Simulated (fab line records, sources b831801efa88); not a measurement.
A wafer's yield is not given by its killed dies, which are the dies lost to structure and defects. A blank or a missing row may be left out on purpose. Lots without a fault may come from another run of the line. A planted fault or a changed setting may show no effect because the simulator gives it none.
What tool caused it?	flow sky130	7 lots with 21 wafers sampled at 2 steps, on a route of 708 steps

## WHAT THE GAUGES SHOWED, per wafer
SKY_FIELD_ISO_THK_MEAS_23.
lot	measured	on	FIELD_ISO_OXIDATION_01_THK (nm)
L814	day 2 11:45	film metro-01	10.16 10.02 10.21
L816	day 3 01:11	film metro-03	9.71 9.83 9.82
L820	day 3 20:22	film metro-01	9.95 10.14 10.21
L825	day 4 22:14	film metro-03	10.02 9.84 9.93
L831	day 6 05:57	film metro-02	10.17 10.32 10.19
L833	day 6 17:49	film metro-02	10.29 10.27 10.19
L836	day 7 08:49	film metro-01	10.25 10.18 10.05

## WHICH TOOL RAN EACH LOT (tool, then ch and the chambers of the sampled wafers, then the start)
lot	SKY_FIELD_ISO_EXPOSE_10
L814	krf scanner-02 ch 0, day 2 02:41
L816	krf scanner-01 ch 0, day 2 12:56
L820	krf scanner-01 ch 0, day 3 09:35
L825	krf scanner-01 ch 0, day 4 11:32
L831	krf scanner-01, day 5 18:31
L833	krf scanner-02 ch 0, day 6 05:25
L836	krf scanner-02 ch 0, day 6 19:48
- SKY_FIELD_ISO_EXPOSE_10: exposes mask FOM, target cd 150 nm.

## THE ANSWER, worked out from the rows above alone
Rule: what is usual is taken from the lots themselves. The widest of any qualifying gaps counts: lots, ordered by their means at a reading, are off when they make up no more than a third of the lots, leave a main group of 4 or more, and stand apart from it by 3 or more times the standard deviation of that group's means. If all means in a main group match to the digits the tables above print for the reading, that group is not used. Also off: a lot with no number at a reading for which 4 or more lots have one. Where the step has rows for the other lots, those lots are counted as sound.
Across all readings shown, no lot is off: no conclusion can be drawn from this.

## WHAT HAD BEEN PUT IN BY THE SIMULATOR
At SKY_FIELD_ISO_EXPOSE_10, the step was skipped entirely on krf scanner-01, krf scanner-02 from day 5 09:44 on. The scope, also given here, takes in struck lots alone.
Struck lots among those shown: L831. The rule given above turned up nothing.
